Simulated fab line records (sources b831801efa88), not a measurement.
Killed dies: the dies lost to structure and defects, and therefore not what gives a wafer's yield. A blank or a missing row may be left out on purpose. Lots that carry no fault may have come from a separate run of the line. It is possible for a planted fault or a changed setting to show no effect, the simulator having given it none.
fab line records | flow sky130
record lots=6 | wafers=18 | last_day=50
route steps=708 shown RES_XHIGH@334 SD_N@342
lots untouched by any fault: they come from a run of this same line in which no faults occurred
start_h: hours from the record's first day to the start of the lot's first wafer shown | wait_h: hours elapsed since this lot's preceding step | " identical to the entry in the row above | L1.1+2: a single row standing in for several wafers | - value missing, or start not given | * or withheld: withheld | < > ~ a bound
route shown NAME@n: a module of which the file shows steps, and the number in the route of the first | usual: the fault-free wafers' mean and standard deviation | same: alike in all rows | chamber/n: place in a boat | sites: readings site by site | _std_site: standard deviation across them | _edge_site: mean of outer sites minus mean of inner sites | radius_mm: for every site, how far away it sits from the centre of the wafer | mask NAME#n: copy n | behind: the tool/chamber that last shaped the wafer | hold: reason for holding the lot/hours on hold/outcome of the hold | device: which transistor (n, p or np) failed to switch | end of line: tests of these same wafers at the route's end | a step with no rows: only its recipe | killed: dies that structure and defects cost at the first sort, which is not the same as the wafer's yield | map: shows each die of a wafer: x if killed, . if not, _ if none is there
set.NAME: the setting that was run; set.NAME@STEP: the one run at that earlier step | model.NAME: the simulator's own value behind a step, which no gauge read
lots at selected steps of the route; one table per step, one row per wafer
services: the hour from which a tool's chamber was out of use, counted from the record's first day as start_h (under 0 if before that day), plus the number of hours and why
## steps
# step SKY_RES_XHIGH_COAT_02
# recipe resist=NOVOLAK | spin_rpm=3000 | resist_thk_nm=1140
# step SKY_RES_XHIGH_SOFTBAKE_03
# recipe temp_c=90 | time_s=60 | resist=NOVOLAK
# step SKY_RES_XHIGH_EXPOSE_04
# recipe mask_id=URPM | na=0.6 | source_shape=conventional | sigma_outer=0.6 | polarization=unpolarized | target_cd_nm=1270 | dose_mj=140
# step SKY_RES_XHIGH_PEB_05
# recipe temp_c=withheld | time_s=* | resist=NOVOLAK
# step SKY_RES_XHIGH_DEVELOP_06
# recipe resist=NOVOLAK | developer=TMAH | develop_time_s=60 | dev_temp_c=23
# step SKY_RES_XHIGH_IMPLANT_07
# recipe species=BF2 | energy_kev=20 | dose_cm2=3.6e+14 | tilt_deg=0
# step SKY_RES_XHIGH_STRIP_08
# recipe chemistry=O2/N2 | power_w=1400 | pressure_mtorr=1500 | platen_temp_c=withheld | o2_flow_sccm=3000 | n2_flow_sccm=300 | overash_fraction=0.5
# usual drypump_motor_current_A=5.6/0.72 | oes_product_au=0.711/0.0045 | strip_time_to_endpoint_s=14.28/0.04
lot.wafer | tool            | chamber | start_h | wait_h | drypump_motor_current_A | oes_product_au | rf_hours_counter_h | strip_time_to_endpoint_s
L222.1    | plasma_asher-02 | 0       | 706.07  | 0.1    | 6.2                     | 0.712          | 27                 | 14.32
L222.4    | "               | 0       | "       | "      | 6.2                     | 0.711          | -                  | 14.30
L222.6    | "               | 1       | "       | "      | 5.2                     | 0.710          | -                  | 14.31
L221.3    | plasma_asher-04 | 0       | 706.80  | 0.1    | 6.5                     | 0.712          | -                  | 14.30
L221.4    | "               | 1       | "       | "      | 4.7                     | 0.707          | -                  | 14.31
L221.6    | "               | 0       | "       | "      | 6.5                     | 0.708          | -                  | 14.33
L223.3    | plasma_asher-04 | 1       | 708.50  | 0.1    | 4.7                     | 0.718          | -                  | 14.31
L223.4    | "               | 0       | "       | "      | 6.5                     | 0.714          | -                  | 14.30
L223.6    | "               | 0       | "       | "      | 6.5                     | 0.719          | -                  | 14.34
L226.4    | plasma_asher-03 | 1       | 723.50  | 0.1    | 5.3                     | 0.712          | -                  | 14.24
L226.5    | "               | 1       | "       | "      | 5.3                     | 0.703          | -                  | 14.21
L226.6    | "               | 0       | "       | "      | 5.8                     | 0.708          | -                  | 14.23
L231.1    | plasma_asher-04 | 1       | 753.67  | 0.1    | 4.7                     | 0.713          | 1                  | 14.27
L231.4    | "               | 0       | "       | "      | 6.5                     | 0.719          | -                  | 14.22
L231.5    | "               | 0       | "       | "      | 6.5                     | 0.705          | -                  | 14.27
L236.1    | plasma_asher-04 | 1       | 790.58  | 0.1    | 4.7                     | 0.716          | 4                  | 14.31
L236.3    | "               | 1       | "       | "      | 4.7                     | 0.713          | -                  | 14.32
L236.6    | "               | 1       | "       | "      | 4.7                     | 0.709          | -                  | 14.32
# step SKY_RES_XHIGH_TW_MEAS_09
# usual RES_XHIGH_TW=1657/13
lot.wafer | tool          | chamber | start_h | wait_h | RES_XHIGH_TW
L222.1    | film_metro-03 | -       | 706.17  | 0.1    | 1639
L222.4    | "             | -       | "       | "      | 1635
L222.6    | "             | -       | "       | "      | 1639
L221.3    | film_metro-03 | -       | 706.88  | 0.1    | 1644
L221.4    | "             | -       | "       | "      | 1647
L221.6    | "             | -       | "       | "      | 1646
L223.3    | film_metro-01 | -       | 708.58  | 0.1    | 1653
L223.4    | "             | -       | "       | "      | 1653
L223.6    | "             | -       | "       | "      | 1656
L226.4    | film_metro-04 | -       | 723.59  | 0.1    | 1673
L226.5    | "             | -       | "       | "      | 1675
L226.6    | "             | -       | "       | "      | 1674
L231.1    | film_metro-03 | -       | 753.77  | 0.1    | 1641
L231.4    | "             | -       | "       | "      | 1635
L231.5    | "             | -       | "       | "      | 1647
L236.1    | film_metro-04 | -       | 790.68  | 0.1    | 1683
L236.3    | "             | -       | "       | "      | 1677
L236.6    | "             | -       | "       | "      | 1679
# step SKY_SD_N_DEHYDRATE_00
# recipe temp_c=200 | time_s=60
# step SKY_SD_N_HMDS_01
# recipe prime_time_s=60 | prime_temp_c=120
# step SKY_SD_N_COAT_02
# recipe resist=NOVOLAK | spin_rpm=3000 | resist_thk_nm=1140
# step SKY_SD_N_SOFTBAKE_03
# recipe temp_c=90 | time_s=60 | resist=NOVOLAK
# step SKY_SD_N_EXPOSE_04
# recipe mask_id=NSDM | na=0.6 | source_shape=conventional | sigma_outer=0.6 | polarization=unpolarized | target_cd_nm=380 | dose_mj=141
# usual exposure_dose_mJ_cm2=140.96/0.15 | focus_offset_nm=0.0/0.46 | na=0.6/0
lot.wafer | tool             | chamber | start_h | wait_h | mask   | exposure_dose_mJ_cm2 | focus_offset_nm | na
L222.1    | iline_stepper-01 | -       | 720.35  | -      | NSDM#0 | -                    | -               | -
L222.4    | "                | -       | "       | "      | NSDM#0 | -                    | -               | -
L222.6    | "                | -       | "       | "      | NSDM#0 | -                    | -               | -
L221.3    | iline_stepper-01 | -       | 720.97  | -      | NSDM#0 | -                    | -               | -
L221.4    | "                | -       | "       | "      | NSDM#0 | -                    | -               | -
L221.6    | "                | -       | "       | "      | NSDM#0 | -                    | -               | -
L223.3    | iline_stepper-01 | 0       | 722.74  | -      | NSDM#0 | 141.01               | -0.5            | 0.6
L223.4    | "                | 0       | "       | "      | NSDM#0 | 140.80               | -0.5            | 0.6
L223.6    | "                | 0       | "       | "      | NSDM#0 | 141.00               | -0.6            | 0.6
L226.4    | iline_stepper-01 | 0       | 737.44  | -      | NSDM#0 | 140.95               | -0.3            | 0.6
L226.5    | "                | 0       | "       | "      | NSDM#0 | 141.27               | -0.4            | 0.6
L226.6    | "                | 0       | "       | "      | NSDM#0 | 140.97               | 0.4             | 0.6
L231.1    | iline_stepper-01 | 0       | 767.48  | -      | NSDM#0 | 141.08               | -0.6            | 0.6
L231.4    | "                | 0       | "       | "      | NSDM#0 | 141.05               | 0.5             | 0.6
L231.5    | "                | 0       | "       | "      | NSDM#0 | 140.85               | -0.4            | 0.6
L236.1    | iline_stepper-01 | 0       | 803.19  | -      | NSDM#0 | 140.90               | 0.2             | 0.6
L236.3    | "                | 0       | "       | "      | NSDM#0 | 140.96               | 0.2             | 0.6
L236.6    | "                | 0       | "       | "      | NSDM#0 | 141.03               | 0.3             | 0.6
# step SKY_SD_N_PEB_05
# recipe temp_c=withheld | time_s=* | resist=NOVOLAK
## services
tool            | chamber | start_h | hours | kind
plasma_asher-04 | -       | 683.13  | 2.8   | pm
plasma_asher-02 | -       | 718.73  | 1.0   | repair
plasma_asher-04 | -       | 733.75  | 9.0   | pm
plasma_asher-04 | 0       | 733.75  | 9.0   | vent_cycle
plasma_asher-04 | 1       | 733.75  | 9.0   | vent_cycle
plasma_asher-04 | 0       | 742.75  | -     | clean
plasma_asher-04 | 1       | 742.75  | -     | clean
plasma_asher-03 | -       | 765.19  | 2.8   | pm
plasma_asher-04 | -       | 784.45  | 4.2   | repair
## key
first_sign step=SKY_SD_N_EXPOSE_04 | reading=tool_record | direction=missing
effect none on later readings
met_at SKY_SD_N_EXPOSE_04
struck_wafers L221.3,L221.4,L221.6,L222.1,L222.4,L222.6
sort_left_out L221.3,L221.4,L221.6,L222.1,L222.4,L222.6
tester_left_out L221,L222
fault kind=skipped_step_whole | tool=iline_stepper-01 | chamber=- | onset_h=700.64 | steps=SKY_SD_N_EXPOSE_04 | scope=struck_lots_only
# tester_left_out: of these lots the tester's yield and bins aren't shown, on N5 and GAA mostly nor the transistor test; their killed dies are dies lost to structure and defects alone, not to doping, threshold or leakage, so they don't give the yield
# sort_left_out: the simulated sort isn't trusted on such a fault, so these wafers' sort isn't shown, and their yield isn't known
